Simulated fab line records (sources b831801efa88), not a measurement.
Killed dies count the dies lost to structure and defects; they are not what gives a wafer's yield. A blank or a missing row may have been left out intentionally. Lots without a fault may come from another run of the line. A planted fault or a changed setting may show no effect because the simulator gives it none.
Matching of chambers | flow sky130 | SKY_CONTACT_CVD_00 on pecvd-03 has 3 sister chambers
The step deposits Si3N4, target thk 75 nm. 3 wafers are shown with their chamber, then 7 later ones without.

## WAFERS WITH THEIR CHAMBER
wafer  | chamber | heater_power_w (W)
L424.2 | 0       | 732
L424.4 | 2       | 784
L429.1 | 1       | 764

## WAFERS WHOSE CHAMBER IS MISSING
wafer  | heater_power_w (W)
L429.3 | 742
L436.1 | 734
L436.3 | 816
L436.4 | 672
L439.1 | 770
L439.3 | 779
L439.5 | 792

## WHICH CHAMBER EACH WENT THROUGH
wafer  | from the rows above          | in truth
L429.3 | can't be placed: 0 or 1 or 2 | 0
L436.1 | can't be placed: 0 or 1 or 2 | 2
L436.3 | can't be placed: 2 or 1 or 0 | 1
L436.4 | can't be placed: 0 or 1 or 2 | 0
L439.1 | can't be placed: 1 or 2 or 0 | 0
L439.3 | can't be placed: 2 or 1 or 0 | 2
L439.5 | can't be placed: 2 or 1 or 0 | 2
Placed correctly: 0 of 7. Not placeable from these rows: 7 (in 7, the candidates include the true chamber). Wrongly placed: 0.
How it was worked out, from the rows above alone: a wafer's distance from a chamber is the root of the sum, over the readings, of the square of ((its reading less the chamber's mean) divided by the reading's scatter). The wafer belongs to the nearest chamber; if the next one is less than 2 further off, it can't be placed. The mean given for a chamber averages the wafers shown for that chamber. The scatter (one wafer shown for each chamber): square how far every hidden wafer sits from the nearest shown wafer, average those squares and take the square root.
